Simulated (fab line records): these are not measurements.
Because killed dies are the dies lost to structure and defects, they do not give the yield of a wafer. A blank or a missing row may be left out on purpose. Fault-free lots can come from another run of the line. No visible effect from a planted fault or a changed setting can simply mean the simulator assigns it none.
Code-filled problem report in 8D (eight disciplines) form -- flow gf180mcu -- the parts of the form that need people (team, actions taken, sign-off) are left out

== 1. THE PROBLEM ==
HV_LDD_TW at GF_HV_LDD_TW_MEAS_11 reads a mean of 1793 on 6 wafers of 2 lots; wafers without a fault read 2430 with a standard deviation of 18. That is -35 standard deviations from the usual mean.
Earliest sighting: wafer L119.2 on film metro-03 at day 14 17:12. The record holds 36 wafers of 12 lots with a number at this step. Rule for "out" (also "out of limits"): further than 4 standard deviations from the usual mean. All remaining wafers that have a number are taken as sound.

== 2. WHAT IT IS; WHAT IT IS NOT ==
question,is,is not
which readings at this step,HV_LDD_TW,-
which lots,"L119, L120","L105, L107, L108, L109, L110, L111, L113, L123, L124, L127"
which wafers of those lots,all that have a number,-
read on which gauges,"film metro-02, film metro-03",film metro-01
when,from day 14 17:12,"up to then (21 sound wafers); but 9 sound wafers of L123, L124, L127 came after"

== 3. SUSPECTS, AND WHAT RULES EACH OUT ==
Counting: a tool at any process step up to the reading remains a suspect when it ran all the lots that are out and ran no sound lot after the first of those.
- the gauge at GF_HV_LDD_TW_MEAS_11 is ruled out. 2 gauges (film metro-02, film metro-03) read the wafers that are out.
- implanter-03 at GF_HV_LDD_IMPLANT_09: ruled out as a lasting fault. The sound lots L127 went through it after L119, its earliest lot that is out (day 14 16:58).
Left after counting: nothing in the record.

== 4. THE CAUSE (what the simulator had put in) ==
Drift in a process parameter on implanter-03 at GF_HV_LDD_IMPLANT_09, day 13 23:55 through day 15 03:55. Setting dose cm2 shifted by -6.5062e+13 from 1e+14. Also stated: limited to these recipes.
The count ruled it out by mistake, since the rule takes a fault to strike every lot its tool runs from the start of the fault on, and this one did not do so.

== 5. THE EFFECT CHAIN, in route order ==
Rows list readings where the struck wafers' mean (over those with a number) sits beyond 3 standard deviations from the usual. Only readings whose record carries a usual standard deviation are examined. hours: median over the lots of the time between each lot's start at the first step of this table that gives one and its start at this step. sigmas: the change, counted in usual standard deviations.
hours,step,reading,usual,on struck wafers,change,sigmas
0,GF_HV_LDD_IMPLANT_09,dose ions cm2,1e+14,3e+13,-7e+13,-99 or more
0,GF_HV_LDD_IMPLANT_09,faraday current uA,563,195,-368,-31
0,GF_HV_LDD_TW_MEAS_11,HV_LDD_TW,2430,1793,-637,-35
69,GF_HV_LDD_RS_MEAS_53,HV_LDD_RS,418.3 ohm/sq,602.4,+184.1,+99 or more
Process steps it contains:
- GF_HV_LDD_IMPLANT_09

== 6. HOW IT WOULD HAVE BEEN CAUGHT EARLIER ==
17 hours passed between the start of the fault at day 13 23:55 and the first reading out of limits at a measuring or inspecting step in this record, taken at day 14 17:12.
Tool's own readings at GF_HV_LDD_IMPLANT_09, dose ions cm2, faraday current uA: out on all struck wafers the step has rows for; an alarm limit on them would have tripped on the first.
